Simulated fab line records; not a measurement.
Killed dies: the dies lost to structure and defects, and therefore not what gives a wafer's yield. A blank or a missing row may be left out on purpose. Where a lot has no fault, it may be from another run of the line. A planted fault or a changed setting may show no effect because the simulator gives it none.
A lot that was struck, set against a sound lot / flow sky130 / 36 out of 708 route steps
Sound: the wafers L478.2, L478.4, L478.6. Struck: wafer L481.2 (left out: L481.4, L481.5 of the same lot, which were not struck); the cause appears at the end.
At each step with rows: each side's tool, then ch and its chambers, then its first start. Under that, the readings that differ: sound wafers / struck wafers / difference of the means / sigmas: that difference in standard deviations of wafers without a fault.
alike: words and numbers the same on both sides, and readings whose means are apart by under 2 such deviations; not compared: readings that were withheld, readings missing a value for some wafer, numbers with overlapping values and no deviation given by the record, and bounds like >300 which may hide the same value.
Wherever a step has rows on one side only, a row that says differs or no value, or a row with sigmas, the two part there. Numbers that have no deviation but don't overlap get no sigmas and don't part them. A reading that every wafer of one side lacks parts them only if that side has two wafers or more.

first, 10 steps without rows for these wafers: SKY_VIA3_STRIP_17 (strips in post etch residue remover, time 1200 s); SKY_VIA3_CLEAN_18 (cleans in IPA, time 180 s); SKY_VIA3_CLEAN_19 (cleans in O3/DIW); SKY_VIA3_SPUTTER_20 (material TiN, target thk 20 nm, time 80 s); SKY_VIA3_CVD_21 (deposits W, target thk 390 nm, time 117.31 s); SKY_VIA3_CMP_24 (polishes, stops on SiO2, t overpolish 20 s, target thk 0 nm); SKY_METAL4_SPUTTER_00 (material Ti, target thk 15 nm, time 10 s); SKY_METAL4_SPUTTER_01 (material TiN, target thk 20 nm, time 16.7 s); SKY_METAL4_SPUTTER_02 (material AlCu, target thk 735 nm, time 39.1 s); SKY_METAL4_SPUTTER_03 (material Ti, target thk 5 nm, time 3.3 s).
SKY_METAL4_SPUTTER_04: material TiN, target thk 70 nm, time 58.3 s.
  sound on pvd_sputter-03, day 42 07:34; struck on pvd_sputter-03, day 42 22:49
reading=throttle_valve_pct (%); sound=30.5 27.4 27.0; struck=31.5; difference=+3.2; sigmas=+2
reading=model.TiN_of_METAL4_SPUTTER_04.thk_nm (nm); sound=73.72 73.93 73.55; struck=108; difference=+34; sigmas=
  alike: cathode_dc_power_W, chamber_pressure_pa
then, 23 steps without rows for these wafers: SKY_CAP2M_CVD_00 (deposits SiO2, target thk 15.5 nm); SKY_CAP2M_SPUTTER_02 (material TiN, target thk 200 nm, time 166.7 s); SKY_CAP2M_DEHYDRATE_05 (time 60 s); SKY_CAP2M_HMDS_06 (prime time 60 s); SKY_CAP2M_COAT_07 (resist thk 1140 nm); SKY_CAP2M_SOFTBAKE_08 (time 60 s); SKY_CAP2M_EXPOSE_09 (exposes mask CAP2M, target cd 1000 nm); SKY_CAP2M_PEB_10; SKY_CAP2M_DEVELOP_11 (develop time 60 s); SKY_CAP2M_METAL_ETCH_13 (etches TiN in Cl2/BCl3, stops on SiO2, target depth 220 nm, time 62.9 s); SKY_CAP2M_STRIP_14 (strips in O2/N2); SKY_CAP2M_STRIP_15 (strips in post etch residue remover, time 1200 s); SKY_CAP2M_CLEAN_16 (cleans in IPA, time 180 s); SKY_CAP2M_CLEAN_17 (cleans in O3/DIW); SKY_METAL4_DEHYDRATE_05 (time 60 s); SKY_METAL4_HMDS_06 (prime time 60 s); SKY_METAL4_COAT_07 (resist thk 60 nm); SKY_METAL4_COAT_08 (resist thk 1140 nm); SKY_METAL4_SOFTBAKE_09 (time 90 s); SKY_METAL4_EXPOSE_10 (exposes mask MM4, target cd 300 nm); SKY_METAL4_PEB_11; SKY_METAL4_DEVELOP_12 (develop time 60 s); SKY_METAL4_DESCUM_15 (chemistry O2, time 8 s).
SKY_METAL4_METAL_ETCH_18: etches the open film in Cl2/BCl3, stops on SiO2, target depth 845 nm, time 183.1 s.
  sound on rie_metal-01 ch 0,1, day 44 06:20; struck on rie_metal-04 ch 0, day 44 20:16
reading=oes_product_au (a.u.); sound=0.875 0.875 0.871; struck=0.893; difference=+0.019; sigmas=+3
reading=rf_fwd_power_W (W); sound=895.4 895.0 895.5; struck=902.3; difference=+7.0; sigmas=+2
  alike: bias_w, drypump_motor_current_A, mfc_cl2_sccm, throttle_valve_pct
  not compared: rf_hours_counter_h
-- the record jumps here: 4 days lie between the struck wafers' starts before and after (it left off in module METAL4 and takes up again in module PAD_OPEN, whose first step shown is number 708 of the route) --
SKY_PAD_OPEN_PROBE_99:
  sound on prober-01, day 48 00:55; struck on prober-02, day 48 11:49
reading=defect_limited_yield (%); sound=83.3 83.1 83.3; struck=77.4; difference=-5.8; sigmas=-3
reading=killed_at_M0_to_M3; sound=30 35 43; struck=56; difference=+20; sigmas=+3
reading=killed_dies; sound=82 83 82; struck=111; difference=+29; sigmas=+3
reading=killed_on_rim; sound=15 16 16; struck=25; difference=+9; sigmas=+3
reading=killed_open; sound=39 47 45; struck=59; difference=+15; sigmas=+2
reading=sort_bin_5_function (%); sound=10.2 7.7 10.6; struck=14.0; difference=+4.5; sigmas=+3
reading=sort_n_pass; sound=410 409 410; struck=381; difference=-29; sigmas=-3
reading=sort_yield_pct (%); sound=83.3 83.1 83.3; struck=77.4; difference=-5.8; sigmas=-3
reading=model.etest.via4_chain.rc_ohm; sound=0.7631 0.8257 0.7916; struck=0.8901; difference=+0.0966; sigmas=
  alike: killed_at_M4_up, killed_at_contacts, killed_at_front_end, killed_at_other, killed_short, sort_bin_3_pad_short, sort_bin_6_memory

WHERE THEY PART
At SKY_METAL4_SPUTTER_04 first; at SKY_PAD_OPEN_PROBE_99 last (within this record only).

WHY: what had been put in by the simulator
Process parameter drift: pvd_sputter-03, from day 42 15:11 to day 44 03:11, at SKY_METAL4_SPUTTER_04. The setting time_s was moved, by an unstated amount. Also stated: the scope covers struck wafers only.
